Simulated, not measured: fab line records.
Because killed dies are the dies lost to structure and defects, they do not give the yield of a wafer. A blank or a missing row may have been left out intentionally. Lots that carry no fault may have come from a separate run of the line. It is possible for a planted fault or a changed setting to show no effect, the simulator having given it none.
fab line records -- flow sky130
record lots=11, wafers=32, last-day=50
route steps=708 shown VIA3@585 METAL4@600 PAD_OPEN@708
lots that met no fault: from a run of the same line without faults
start-h: the number of hours between the record's first day and the start of the first shown wafer of the lot -- wait-h: how many hours have passed since the lot's step before this one -- " the same as in the row above -- L1.1+2: a row that stands for several wafers -- - no value present, or no start provided -- * or withheld: withheld -- < > ~ a bound
route shown NAME@n: names a module that has steps shown in the file, with the first one's number in the route -- usual: average and standard deviation across the fault-free wafers -- same: alike in all rows -- chamber/n: place in a boat -- sites: per-site readings -- _std_site: standard deviation of those values -- _edge_site: the outer-site mean with the inner-site mean subtracted -- radius-mm: how far each site lies from the wafer's centre -- mask NAME#n: copy n -- behind: tool/chamber where the wafer was last shaped -- hold: cause of the lot's hold/its duration in hours/its outcome -- device: whichever transistor did not switch (one of n, p or np) -- end of line: the route-end tests of the same wafers -- a step without rows: its recipe alone -- killed: not the wafer's yield, but the dies lost to structure and defects at the first sort -- map: dies across one wafer; x = killed, . = not, _ = none there
set.NAME: the run value of the setting; set.NAME@STEP: its run value at that earlier step -- model.NAME: the simulator's own value behind a step, which no gauge read
the route's steps for a sample of lots (tables are steps, rows are wafers)
services: when a tool's chamber went out of use (start-h, in hours from the record's first day, below 0 if earlier), for how many hours, and the reason
## steps
# step SKY_VIA3_CD_MEAS_12
# recipe target-cd-nm=200
# usual cd-nm=199.8/1.6
lot.wafer,tool,chamber,start-h,wait-h,cd-nm
L295.2,cd-sem-02,-,930.10,-,200.7
L295.3,cd-sem-02,-,930.10,-,200.1
L295.5,cd-sem-02,-,930.10,-,199.7
L296.4,cd-sem-02,-,937.83,-,197.9
L296.5,cd-sem-02,-,937.83,-,196.8
L296.6,cd-sem-02,-,937.83,-,196.7
L298.1,cd-sem-01,-,944.47,-,201.7
L298.3,cd-sem-01,-,944.47,-,203.1
L298.6,cd-sem-01,-,944.47,-,201.4
L299.1,cd-sem-02,-,965.88,-,199.8
L299.2,cd-sem-02,-,965.88,-,200.1
L299.5,cd-sem-02,-,965.88,-,198.7
L300.2,cd-sem-01,-,972.15,-,202.0
L300.3,cd-sem-01,-,972.15,-,201.8
L300.6,cd-sem-01,-,972.15,-,203.2
L301.1,cd-sem-01,-,977.42,-,199.5
L301.3,cd-sem-01,-,977.42,-,201.1
L301.4,cd-sem-01,-,977.42,-,199.4
L302.1,cd-sem-01,-,986.03,-,200.2
L302.2,cd-sem-01,-,986.03,-,199.5
L302.3,cd-sem-01,-,986.03,-,199.5
L303.3,cd-sem-02,-,993.82,-,197.4
L303.4,cd-sem-02,-,993.82,-,198.0
L303.5,cd-sem-02,-,993.82,-,197.9
L307.1,cd-sem-02,-,1013.42,-,201.3
L307.6,cd-sem-02,-,1013.42,-,199.8
L311.2,cd-sem-01,-,1041.94,-,200.5
L311.4,cd-sem-01,-,1041.94,-,200.7
L311.5,cd-sem-01,-,1041.94,-,200.7
L317.2,cd-sem-02,-,1073.64,-,199.9
L317.4,cd-sem-02,-,1073.64,-,200.2
L317.6,cd-sem-02,-,1073.64,-,199.8
# step SKY_METAL4_SPUTTER_02
# recipe material=AlCu, target-thk-nm=735, power-w=10600, time-s=39.1, chamber-pressure-pa=0.4
# usual throttle-valve-pct=30.3/1.2
lot.wafer,tool,chamber,start-h,wait-h,throttle-valve-pct
L295.2,pvd-sputter-04,-,931.70,0.0,29.0
L295.3,pvd-sputter-04,-,931.70,0.0,31.6
L295.5,pvd-sputter-04,-,931.70,0.0,32.2
L296.4,pvd-sputter-02,-,939.33,0.0,31.5
L296.5,pvd-sputter-02,-,939.33,0.0,28.7
L296.6,pvd-sputter-02,-,939.33,0.0,31.3
L298.1,pvd-sputter-02,-,946.03,0.0,28.5
L298.3,pvd-sputter-02,-,946.03,0.0,31.6
L298.6,pvd-sputter-02,-,946.03,0.0,29.2
L299.1,pvd-sputter-02,-,967.44,0.0,30.9
L299.2,pvd-sputter-02,-,967.44,0.0,28.7
L299.5,pvd-sputter-02,-,967.44,0.0,31.3
L300.2,pvd-sputter-02,-,973.69,0.0,29.4
L300.3,pvd-sputter-02,-,973.69,0.0,31.5
L300.6,pvd-sputter-02,-,973.69,0.0,28.9
L301.1,pvd-sputter-04,-,979.07,0.0,31.4
L301.3,pvd-sputter-04,-,979.07,0.0,30.7
L301.4,pvd-sputter-04,-,979.07,0.0,28.9
L302.1,pvd-sputter-04,-,987.59,0.0,32.0
L302.2,pvd-sputter-04,-,987.59,0.0,29.0
L302.3,pvd-sputter-04,-,987.59,0.0,30.8
L303.3,pvd-sputter-02,-,995.34,0.0,28.6
L303.4,pvd-sputter-02,-,995.34,0.0,29.1
L303.5,pvd-sputter-02,-,995.34,0.0,30.9
L307.1,pvd-sputter-02,-,1015.10,0.0,28.8
L307.6,pvd-sputter-02,-,1015.10,0.0,29.4
L311.2,pvd-sputter-01,-,1044.06,0.0,29.4
L311.4,pvd-sputter-01,-,1044.06,0.0,29.0
L311.5,pvd-sputter-01,-,1044.06,0.0,28.5
L317.2,pvd-sputter-02,-,1075.18,0.0,31.6
L317.4,pvd-sputter-02,-,1075.18,0.0,29.0
L317.6,pvd-sputter-02,-,1075.18,0.0,31.6
# step SKY_METAL4_SPUTTER_04
# recipe material=TiN, target-thk-nm=70, power-w=6500, time-s=58.3, chamber-pressure-pa=0.4
# usual throttle-valve-pct=30.3/1.2
lot.wafer,tool,chamber,start-h,wait-h,throttle-valve-pct
L295.2,pvd-sputter-04,-,931.76,0.0,28.9
L295.3,pvd-sputter-04,-,931.76,0.0,32.1
L295.5,pvd-sputter-04,-,931.76,0.0,31.9
L296.4,pvd-sputter-02,-,939.39,0.0,31.5
L296.5,pvd-sputter-02,-,939.39,0.0,28.5
L296.6,pvd-sputter-02,-,939.39,0.0,31.5
L298.1,pvd-sputter-02,-,946.09,0.0,28.8
L298.3,pvd-sputter-02,-,946.09,0.0,31.2
L298.6,pvd-sputter-02,-,946.09,0.0,29.2
L299.1,pvd-sputter-02,-,967.50,0.0,30.9
L299.2,pvd-sputter-02,-,967.50,0.0,28.8
L299.5,pvd-sputter-02,-,967.50,0.0,31.2
L300.2,pvd-sputter-02,-,973.75,0.0,29.4
L300.3,pvd-sputter-02,-,973.75,0.0,31.4
L300.6,pvd-sputter-02,-,973.75,0.0,28.5
L301.1,pvd-sputter-04,-,979.12,0.0,31.3
L301.3,pvd-sputter-04,-,979.12,0.0,30.9
L301.4,pvd-sputter-04,-,979.12,0.0,29.0
L302.1,pvd-sputter-04,-,987.65,0.0,32.2
L302.2,pvd-sputter-04,-,987.65,0.0,28.8
L302.3,pvd-sputter-04,-,987.65,0.0,31.0
L303.3,pvd-sputter-02,-,995.40,0.0,28.6
L303.4,pvd-sputter-02,-,995.40,0.0,29.0
L303.5,pvd-sputter-02,-,995.40,0.0,31.2
L307.1,pvd-sputter-02,-,1015.16,0.0,28.6
L307.6,pvd-sputter-02,-,1015.16,0.0,29.2
L311.2,pvd-sputter-01,-,1044.11,0.0,29.3
L311.4,pvd-sputter-01,-,1044.11,0.0,28.6
L311.5,pvd-sputter-01,-,1044.11,0.0,28.7
L317.2,pvd-sputter-02,-,1075.24,0.0,31.3
L317.4,pvd-sputter-02,-,1075.24,0.0,28.9
L317.6,pvd-sputter-02,-,1075.24,0.0,31.4
# step SKY_METAL4_DESCUM_15
# recipe chemistry=O2, source-power-w=150, bias-power-w=0, pressure-mtorr=10, temp-c=40, time-s=8
# usual chamber-pressure-mTorr=9.999/0.0091, drypump-motor-current-A=5.51/0.26, oes-product-au=1.001/0.0096
lot.wafer,tool,chamber,start-h,wait-h,chamber-pressure-mTorr,drypump-motor-current-A,oes-product-au,rf-hours-counter-h
L295.2,rie-metal-03,1,983.37,0.0,10.003,5.53,1.016,21
L295.3,rie-metal-03,0,983.37,0.0,10.006,5.78,1.017,-
L295.5,rie-metal-03,1,983.37,0.0,9.990,5.49,1.014,-
L296.4,rie-metal-03,1,988.68,0.0,9.996,5.53,0.997,-
L296.5,rie-metal-03,0,988.68,0.0,9.987,5.78,1.007,-
L296.6,rie-metal-03,1,988.68,0.0,10.011,5.53,1.013,-
L298.1,rie-metal-04,1,996.02,0.0,9.990,4.98,0.994,11
L298.3,rie-metal-04,0,996.02,0.0,9.991,5.60,1.002,-
L298.6,rie-metal-04,0,996.02,0.0,9.998,5.63,1.012,-
L299.1,rie-metal-04,0,1016.21,0.0,9.998,5.65,1.017,16
L299.2,rie-metal-04,1,1016.21,0.0,9.999,4.99,0.992,12
L299.5,rie-metal-04,0,1016.21,0.0,10.001,5.60,1.011,-
L300.2,rie-metal-04,1,1020.62,0.0,9.999,4.98,0.998,13
L300.3,rie-metal-04,1,1020.62,0.0,9.997,4.98,0.992,-
L300.6,rie-metal-04,0,1020.62,0.0,10.000,5.56,1.004,-
L301.1,rie-metal-03,0,1026.22,0.0,9.991,5.79,1.006,11
L301.3,rie-metal-03,0,1026.22,0.0,9.998,5.79,1.000,-
L301.4,rie-metal-03,0,1026.22,0.0,9.985,5.78,0.995,-
L302.1,rie-metal-03,0,1034.57,0.0,9.997,5.79,1.004,12
L302.2,rie-metal-03,1,1034.57,0.0,9.987,5.52,0.989,0
L302.3,rie-metal-03,1,1034.57,0.0,9.998,5.53,0.994,-
L303.3,rie-metal-04,0,1041.74,0.0,9.985,5.63,1.013,-
L303.4,rie-metal-04,1,1041.74,0.0,10.009,4.95,0.999,-
L303.5,rie-metal-04,0,1041.74,0.0,10.003,5.63,1.018,-
L307.1,rie-metal-03,0,1060.02,0.0,10.015,5.81,1.002,14
L307.6,rie-metal-03,0,1060.02,0.0,10.007,5.79,0.994,-
L311.2,rie-metal-04,1,1088.07,0.0,10.010,4.99,0.995,17
L311.4,rie-metal-04,0,1088.07,0.0,10.016,5.58,1.013,-
L311.5,rie-metal-04,0,1088.07,0.0,10.012,5.57,1.015,-
L317.2,rie-metal-01,1,1116.92,0.0,9.994,5.70,0.991,22
L317.4,rie-metal-01,0,1116.92,0.0,10.007,5.29,1.008,-
L317.6,rie-metal-01,1,1116.92,0.0,9.999,5.69,0.994,-
# step SKY_METAL4_METAL_ETCH_18
# recipe target-depth-a=8450, stop-on=SiO2, over-etch-frac=0.3, time-s=183.1, chemistry=Cl2/BCl3, resist-sidewall-deg=88, pressure-mtorr=10, icp-w=900, bias-w=48.5, Cl2_flow_sccm=60, bcl3-flow-sccm=30
# usual chamber-pressure-mTorr=9.999/0.0089, drypump-motor-current-A=5.50/0.29, mfc-cl2-sccm=60.01/0.2, oes-product-au=0.865/0.0058, throttle-valve-pct=22.264/0.0096
lot.wafer,tool,chamber,start-h,wait-h,chamber-pressure-mTorr,drypump-motor-current-A,mfc-cl2-sccm,oes-product-au,rf-hours-counter-h,throttle-valve-pct
L295.2,rie-metal-01,1,983.52,0.0,9.997,5.71,60.13,0.861,12,22.271
L295.3,rie-metal-01,1,983.52,0.0,10.005,5.68,59.81,0.850,-,22.274
L295.5,rie-metal-01,0,983.52,0.0,10.007,5.29,59.63,0.853,-,22.267
L296.4,rie-metal-04,1,988.88,0.1,9.978,4.96,60.37,0.875,-,22.254
L296.5,rie-metal-04,1,988.88,0.1,10.006,4.98,60.27,0.865,-,22.273
L296.6,rie-metal-04,0,988.88,0.1,9.998,5.58,60.09,0.866,-,22.259
L298.1,rie-metal-01,1,996.17,0.0,9.992,5.70,59.88,0.870,13,22.275
L298.3,rie-metal-01,1,996.17,0.0,9.988,5.67,59.85,0.862,-,22.273
L298.6,rie-metal-01,1,996.17,0.0,10.014,5.70,60.07,0.859,-,22.264
L299.1,rie-metal-03,0,1016.36,0.0,9.993,5.77,60.07,0.871,9,22.261
L299.2,rie-metal-03,0,1016.36,0.0,10.007,5.79,60.26,0.870,-,22.241
L299.5,rie-metal-03,0,1016.36,0.0,10.001,5.78,60.20,0.864,-,22.271
L300.2,rie-metal-03,0,1020.83,0.1,10.000,5.77,60.04,0.868,-,22.266
L300.3,rie-metal-03,0,1020.83,0.1,9.992,5.78,60.17,0.892,-,22.252
L300.6,rie-metal-03,0,1020.83,0.1,9.994,5.78,60.19,0.870,-,22.253
L301.1,rie-metal-04,0,1026.50,0.0,9.983,5.66,60.10,0.855,17,22.268
L301.3,rie-metal-04,1,1026.50,0.0,9.999,4.99,59.92,0.872,-,22.268
L301.4,rie-metal-04,0,1026.50,0.0,9.995,5.57,59.85,0.872,-,22.269
L302.1,rie-metal-04,1,1034.72,0.0,9.998,4.93,60.30,0.853,13,22.263
L302.2,rie-metal-04,0,1034.72,0.0,9.995,5.64,60.12,0.854,17,22.266
L302.3,rie-metal-04,0,1034.72,0.0,10.003,5.61,60.25,0.866,-,22.260
L303.3,rie-metal-03,1,1041.95,0.1,10.015,5.54,60.02,0.894,-,22.248
L303.4,rie-metal-03,0,1041.95,0.1,9.980,5.81,59.93,0.875,-,22.262
L303.5,rie-metal-03,0,1041.95,0.1,9.984,5.79,60.16,0.870,-,22.286
L307.1,rie-metal-04,0,1060.17,0.0,10.008,5.58,59.99,0.889,19,22.268
L307.6,rie-metal-04,1,1060.17,0.0,9.993,4.97,60.34,0.867,-,22.267
L311.2,rie-metal-03,0,1088.22,0.0,9.996,5.77,60.10,0.869,16,22.262
L311.4,rie-metal-03,0,1088.22,0.0,9.994,5.80,59.91,0.863,-,22.270
L311.5,rie-metal-03,0,1088.22,0.0,9.985,5.78,59.77,0.868,-,22.249
L317.2,rie-metal-03,0,1117.07,0.0,10.006,5.77,59.99,0.864,18,22.282
L317.4,rie-metal-03,1,1117.07,0.0,9.988,5.52,60.06,0.855,-,22.276
L317.6,rie-metal-03,1,1117.07,0.0,9.993,5.51,59.81,0.864,-,22.280
# step SKY_PAD_OPEN_PROBE_99
# usual defect-limited-yield=82.9/1.7, killed_at_M0_to_M3=42/6.1, killed_at_M4_up=3.4/2, killed-at-contacts=23/4.8, killed-at-front-end=15/3.8, killed-at-other=0.3/0.48, killed-dies=84/8.5, killed-open=46/6.8, killed-short=38/6.2, sort_bin_3_pad_short=0.8/0.42, sort_bin_5_function=10.1/1.4, sort_bin_6_memory=6.2/0.99, sort-n-pass=408/8.5, sort-yield-pct=82.9/1.7
# same gross-dies=492, killed-at-back-side=0, sort_bin_4_leakage[%]=0, sort_bin_8_speed[%]=0
lot.wafer,tool,chamber,start-h,wait-h,defect-limited-yield[%],killed_at_M0_to_M3,killed_at_M4_up,killed-at-contacts,killed-at-front-end,killed-at-other,killed-dies,killed-open,killed-short,sort_bin_3_pad_short[%],sort_bin_5_function[%],sort_bin_6_memory[%],sort-n-pass,sort-yield-pct[%]
L295.2,prober-01,-,1079.49,0.1,80.9,45,2,30,16,1,94,51,42,1.6,10.2,7.3,398,80.9
L295.3,prober-01,-,1079.54,0.2,83.7,38,3,23,16,0,80,44,35,0.8,9.3,6.1,412,83.7
L295.5,prober-01,-,1079.64,0.2,83.9,37,2,25,14,1,79,47,32,0.6,8.7,6.7,413,83.9
L296.4,prober-02,-,1083.79,0.2,83.7,38,3,25,14,0,80,55,25,0.2,9.1,6.9,412,83.7
L296.5,prober-02,-,1083.84,0.2,79.9,55,3,21,20,0,99,51,48,2.0,10.2,7.9,393,79.9
L296.6,prober-02,-,1083.89,0.2,83.5,34,5,26,16,0,81,45,36,0.8,10.6,5.1,411,83.5
L298.1,prober-02,-,1089.89,0.1,82.9,33,1,29,21,0,84,54,30,0.2,10.2,6.7,408,82.9
L298.3,prober-02,-,1089.99,0.2,80.1,51,5,23,17,2,98,54,44,1.2,11.8,6.9,394,80.1
L298.6,prober-02,-,1090.14,0.2,84.1,37,6,18,17,0,78,39,39,0.4,9.1,6.3,414,84.1
L299.1,prober-01,-,1110.54,0.1,80.1,47,6,22,22,1,98,59,39,0.8,12.4,6.7,394,80.1
L299.2,prober-01,-,1110.59,0.1,80.9,45,3,27,18,1,94,56,38,0.6,10.0,8.5,398,80.9
L299.5,prober-01,-,1110.74,0.2,82.7,49,3,19,14,0,85,40,45,1.2,11.0,5.1,407,82.7
L300.2,prober-02,-,1112.09,0.1,82.3,43,3,27,14,0,87,52,35,1.2,10.8,5.7,405,82.3
L300.3,prober-02,-,1112.14,0.2,83.3,39,4,26,13,0,82,50,32,0.4,10.6,5.7,410,83.3
L300.6,prober-02,-,1112.29,0.2,81.9,48,3,25,13,0,89,48,41,1.0,11.0,6.1,403,81.9
L301.1,prober-01,-,1116.94,0.1,82.9,38,5,31,10,0,84,41,43,1.0,10.2,5.9,408,82.9
L301.3,prober-01,-,1117.04,0.2,83.9,37,1,26,15,0,79,41,38,0.6,10.4,5.1,413,83.9
L301.4,prober-01,-,1117.09,0.2,87.0,29,5,24,6,0,64,37,27,0.4,7.1,5.5,428,87.0
L302.1,prober-02,-,1125.09,0.1,85.0,42,4,15,13,0,74,43,31,0.6,10.2,4.3,418,85.0
L302.2,prober-02,-,1125.14,0.1,80.1,48,5,28,17,0,98,47,51,1.2,10.0,8.7,394,80.1
L302.3,prober-02,-,1125.19,0.2,85.6,32,3,24,12,0,71,46,25,0.6,8.5,5.3,421,85.6
L303.3,prober-01,-,1132.09,0.2,82.3,36,3,35,13,0,87,40,45,1.8,9.1,6.7,405,82.3
L303.4,prober-01,-,1132.14,0.2,84.3,40,4,20,12,1,77,40,35,1.0,8.7,5.9,415,84.3
L303.5,prober-01,-,1132.19,0.2,78.5,49,2,36,19,0,106,56,49,1.2,12.8,7.5,386,78.5
L307.1,prober-01,-,1146.73,0.1,81.9,43,4,29,12,1,89,53,36,1.0,10.6,6.5,403,81.9
L307.6,prober-01,-,1146.98,0.2,83.7,41,2,22,15,0,80,41,39,0.8,9.1,6.3,412,83.7
L311.2,prober-01,-,1171.09,0.1,82.3,45,2,25,15,0,87,51,35,0.4,11.0,6.3,405,82.3
L311.4,prober-01,-,1171.19,0.2,83.3,38,3,30,11,0,82,46,36,0.4,8.9,7.3,410,83.3
L311.5,prober-01,-,1171.24,0.2,83.9,38,5,18,18,0,79,38,40,1.0,8.7,6.3,413,83.9
L317.2,prober-02,-,1194.38,0.1,80.9,46,2,26,20,0,94,42,51,1.6,11.4,6.1,398,80.9
L317.4,prober-02,-,1194.48,0.2,83.3,37,3,31,11,0,82,43,39,0.6,10.6,5.5,410,83.3
L317.6,prober-02,-,1194.58,0.2,84.8,38,2,21,14,0,75,38,37,0.4,8.3,6.5,417,84.8
# killed by level:class
L295.2 VIA1:geometric-particle:open=10 LI_CONTACT:geometric-particle:open=10 CONTACT:geometric-particle:open=8 VIA3:geometric-particle:open=8 METAL2:geometric-particle:short=7 VIA3:geometric-particle:short=7 POLY_GATE:geometric-particle:open=5 LOCAL_INTERCONNECT:geometric-particle:short=5
L295.3 LI_CONTACT:geometric-particle:open=13 VIA1:geometric-particle:open=11 VIA3:geometric-particle:open=7 METAL2:geometric-particle:short=6 CONTACT:geometric-particle:open=5 VIA2:geometric-particle:short=5 FIELD_ISO:geometric-particle:short=4 FIELD_ISO:geometric-particle:open=3
L295.5 CONTACT:geometric-particle:open=10 VIA1:geometric-particle:open=8 CONTACT:geometric-particle:short=6 VIA3:geometric-particle:open=6 METAL2:geometric-particle:short=5 VIA2:geometric-particle:open=5 FIELD_ISO:geometric-particle:short=4 LI_CONTACT:geometric-particle:open=4
L296.4 CONTACT:geometric-particle:open=13 VIA1:geometric-particle:open=13 LI_CONTACT:geometric-particle:open=8 VIA3:geometric-particle:open=6 POLY_GATE:geometric-particle:open=5 VIA1:geometric-particle:short=4 METAL2:geometric-particle:short=4 POLY_GATE:geometric-particle:short=3
L296.5 VIA1:geometric-particle:open=12 CONTACT:geometric-particle:open=8 POLY_GATE:geometric-particle:short=6 METAL1:geometric-particle:short=6 METAL2:geometric-particle:short=6 VIA3:geometric-particle:open=6 POLY_GATE:geometric-particle:open=5 LI_CONTACT:geometric-particle:open=5
L296.6 CONTACT:geometric-particle:open=11 VIA1:geometric-particle:open=10 LI_CONTACT:geometric-particle:open=7 FIELD_ISO:geometric-particle:short=6 VIA2:geometric-particle:open=6 VIA1:geometric-particle:short=5 METAL4:geometric-particle:short=5 CONTACT:geometric-particle:short=4
L298.1 CONTACT:geometric-particle:open=17 VIA1:geometric-particle:open=8 FIELD_ISO:geometric-particle:open=7 FIELD_ISO:geometric-particle:short=5 POLY_GATE:geometric-particle:short=5 VIA3:geometric-particle:open=5 LI_CONTACT:geometric-particle:open=4 VIA1:geometric-particle:short=4
L298.3 CONTACT:geometric-particle:open=12 METAL2:geometric-particle:short=10 VIA1:geometric-particle:open=9 VIA2:geometric-particle:open=6 VIA2:geometric-particle:short=6 FIELD_ISO:geometric-particle:short=5 FIELD_ISO:geometric-particle:open=5 LI_CONTACT:geometric-particle:open=5
L298.6 LI_CONTACT:geometric-particle:open=8 CONTACT:geometric-particle:open=8 METAL3:geometric-particle:short=6 VIA1:geometric-particle:open=6 POLY_GATE:geometric-particle:short=5 METAL1:geometric-particle:short=5 FIELD_ISO:geometric-particle:short=4 FIELD_ISO:geometric-particle:open=4
L299.1 CONTACT:geometric-particle:open=12 VIA1:geometric-particle:open=10 FIELD_ISO:geometric-particle:open=7 VIA3:geometric-particle:open=7 VIA1:geometric-particle:short=7 FIELD_ISO:geometric-particle:short=6 METAL1:geometric-particle:short=5 VIA2:geometric-particle:open=5
L299.2 CONTACT:geometric-particle:open=12 VIA1:geometric-particle:open=10 METAL2:geometric-particle:short=8 LI_CONTACT:geometric-particle:open=7 VIA2:geometric-particle:open=7 FIELD_ISO:geometric-particle:short=5 VIA3:geometric-particle:open=5 FIELD_ISO:geometric-particle:open=4
L299.5 CONTACT:geometric-particle:open=11 VIA2:geometric-particle:open=8 FIELD_ISO:geometric-particle:short=7 METAL2:geometric-particle:short=7 METAL1:geometric-particle:short=6 VIA1:geometric-particle:short=5 VIA3:geometric-particle:open=5 FIELD_ISO:geometric-particle:open=4
L300.2 VIA1:geometric-particle:open=13 CONTACT:geometric-particle:open=11 LI_CONTACT:geometric-particle:open=7 VIA3:geometric-particle:open=7 POLY_GATE:geometric-particle:short=6 METAL1:geometric-particle:short=5 FIELD_ISO:geometric-particle:short=4 CONTACT:geometric-particle:short=4
L300.3 CONTACT:geometric-particle:open=11 VIA1:geometric-particle:open=11 LI_CONTACT:geometric-particle:open=6 VIA2:geometric-particle:open=6 LOCAL_INTERCONNECT:geometric-particle:short=5 FIELD_ISO:geometric-particle:open=3 FIELD_ISO:geometric-particle:short=3 POLY_GATE:geometric-particle:open=3
L300.6 CONTACT:geometric-particle:open=9 METAL1:geometric-particle:short=7 VIA2:geometric-particle:open=7 FIELD_ISO:geometric-particle:open=6 VIA3:geometric-particle:open=6 VIA1:geometric-particle:open=5 LI_CONTACT:geometric-particle:short=5 CONTACT:geometric-particle:short=5
L301.1 LI_CONTACT:geometric-particle:open=12 VIA2:geometric-particle:open=6 LOCAL_INTERCONNECT:geometric-particle:short=6 CONTACT:geometric-particle:short=5 VIA1:geometric-particle:open=5 METAL2:geometric-particle:short=5 LI_CONTACT:geometric-particle:short=4 CONTACT:geometric-particle:open=4
L301.3 CONTACT:geometric-particle:open=9 VIA1:geometric-particle:open=9 CONTACT:geometric-particle:short=5 VIA1:geometric-particle:short=5 VIA3:geometric-particle:open=5 FIELD_ISO:geometric-particle:short=4 LOCAL_INTERCONNECT:geometric-particle:short=4 VIA2:geometric-particle:open=4
L301.4 VIA1:geometric-particle:open=12 LI_CONTACT:geometric-particle:open=7 CONTACT:geometric-particle:open=7 CONTACT:geometric-particle:short=4 METAL1:geometric-particle:short=4 VIA1:geometric-particle:short=4 METAL4:geometric-particle:short=4 FIELD_ISO:geometric-particle:open=3
L302.1 VIA1:geometric-particle:open=10 CONTACT:geometric-particle:open=8 METAL1:geometric-particle:short=8 VIA2:geometric-particle:open=8 FIELD_ISO:geometric-particle:open=6 VIA2:geometric-particle:short=4 POLY_GATE:geometric-particle:open=3 LI_CONTACT:geometric-particle:open=3
L302.2 CONTACT:geometric-particle:open=9 METAL1:geometric-particle:short=9 VIA1:geometric-particle:open=9 METAL2:geometric-particle:short=7 CONTACT:geometric-particle:short=6 FIELD_ISO:geometric-particle:short=5 VIA3:geometric-particle:open=5 LI_CONTACT:geometric-particle:open=5
L302.3 VIA1:geometric-particle:open=9 LI_CONTACT:geometric-particle:open=8 VIA2:geometric-particle:open=6 VIA3:geometric-particle:open=6 CONTACT:geometric-particle:open=5 CONTACT:geometric-particle:short=5 POLY_GATE:geometric-particle:open=4 METAL1:geometric-particle:short=4
L303.3 CONTACT:geometric-particle:open=17 LOCAL_INTERCONNECT:geometric-particle:short=8 METAL2:geometric-particle:short=7 VIA1:geometric-particle:short=6 VIA1:geometric-particle:open=6 FIELD_ISO:geometric-particle:short=5 VIA2:geometric-particle:open=4 LI_CONTACT:geometric-particle:open=3
L303.4 VIA3:geometric-particle:open=8 CONTACT:geometric-particle:open=7 METAL2:geometric-particle:short=7 VIA1:geometric-particle:open=6 POLY_GATE:geometric-particle:open=6 VIA2:geometric-particle:open=5 LI_CONTACT:geometric-particle:open=4 LOCAL_INTERCONNECT:geometric-particle:short=4
L303.5 CONTACT:geometric-particle:open=14 VIA1:geometric-particle:open=10 METAL2:geometric-particle:short=9 CONTACT:geometric-particle:short=8 LI_CONTACT:geometric-particle:open=7 VIA1:geometric-particle:short=7 FIELD_ISO:geometric-particle:short=6 METAL1:geometric-particle:short=6
L307.1 VIA3:geometric-particle:open=10 VIA1:geometric-particle:open=9 LI_CONTACT:geometric-particle:open=7 CONTACT:geometric-particle:open=7 POLY_GATE:geometric-particle:open=5 LOCAL_INTERCONNECT:geometric-particle:short=5 CONTACT:geometric-particle:short=5 POLY_GATE:geometric-particle:short=4
L307.6 CONTACT:geometric-particle:open=10 VIA1:geometric-particle:open=8 METAL1:geometric-particle:short=7 VIA1:geometric-particle:short=7 FIELD_ISO:geometric-particle:open=4 LI_CONTACT:geometric-particle:open=4 VIA2:geometric-particle:open=4 METAL3:geometric-particle:short=4
L311.2 VIA1:geometric-particle:open=14 VIA1:geometric-particle:short=7 CONTACT:geometric-particle:open=7 VIA3:geometric-particle:open=6 POLY_GATE:geometric-particle:open=5 LI_CONTACT:geometric-particle:open=5 LI_CONTACT:geometric-particle:short=4 CONTACT:geometric-particle:short=4
L311.4 CONTACT:geometric-particle:open=15 VIA1:geometric-particle:open=10 CONTACT:geometric-particle:short=7 VIA1:geometric-particle:short=7 VIA2:geometric-particle:open=7 FIELD_ISO:geometric-particle:open=4 LOCAL_INTERCONNECT:geometric-particle:short=4 POLY_GATE:geometric-particle:short=3
L311.5 CONTACT:geometric-particle:open=6 VIA2:geometric-particle:open=6 FIELD_ISO:geometric-particle:short=5 METAL1:geometric-particle:short=5 VIA3:geometric-particle:open=5 FIELD_ISO:geometric-particle:open=4 LI_CONTACT:geometric-particle:open=4 METAL4:geometric-particle:short=4
L317.2 CONTACT:geometric-particle:short=9 METAL2:geometric-particle:short=9 METAL1:geometric-particle:short=8 CONTACT:geometric-particle:open=7 VIA1:geometric-particle:open=7 POLY_GATE:geometric-particle:short=5 LI_CONTACT:geometric-particle:open=5 VIA2:geometric-particle:open=5
L317.4 METAL1:geometric-particle:short=12 LI_CONTACT:geometric-particle:open=10 CONTACT:geometric-particle:short=7 CONTACT:geometric-particle:open=7 VIA2:geometric-particle:open=6 VIA3:geometric-particle:open=6 FIELD_ISO:geometric-particle:open=4 LOCAL_INTERCONNECT:geometric-particle:short=4
L317.6 CONTACT:geometric-particle:open=7 VIA1:geometric-particle:open=6 METAL1:geometric-particle:short=5 LOCAL_INTERCONNECT:geometric-particle:short=5 VIA2:geometric-particle:open=5 FIELD_ISO:geometric-particle:short=4 FIELD_ISO:geometric-particle:open=4 VIA3:geometric-particle:short=4
## services
tool,chamber,start-h,hours,kind
pvd-sputter-04,-,907.88,1.4,repair
pvd-sputter-04,-,914.06,1.5,repair
rie-metal-04,1,931.39,2.5,repair
rie-metal-04,-,958.54,14.6,pm
rie-metal-03,-,992.67,2.0,repair
rie-metal-03,1,1007.63,-,clean
rie-metal-03,1,1007.63,21.1,scheduled-down
rie-metal-03,1,1007.63,21.1,vent-cycle
rie-metal-01,0,1049.66,-,clean
rie-metal-01,0,1049.66,20.1,scheduled-down
rie-metal-01,0,1049.66,20.1,vent-cycle
pvd-sputter-01,-,1072.59,4.6,repair
pvd-sputter-02,-,1097.45,10.7,repair
## key
first-sign step=SKY_METAL4_METAL_ETCH_18, reading=oes-product-au, direction=up, sigmas=4.6, usual=0.865, struck=0.892
effect none on later readings
met-at SKY_METAL4_SPUTTER_04
struck-lots L300,L303,L307
struck-wafers L300.3,L303.3,L307.1
not-acting-at SKY_VIA3_CD_MEAS_12,SKY_METAL4_SPUTTER_02,SKY_METAL4_DESCUM_15
onset-between 967.50 973.75
fault kind=process-parameter-drift, tool=pvd-sputter-02, chamber=-, onset-h=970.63, steps=SKY_METAL4_SPUTTER_04, channel=target-thk-nm, offset=49.222, shape=step, end-h=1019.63, scope=struck-wafers-only, acts-in=these-recipes-only, stated=70
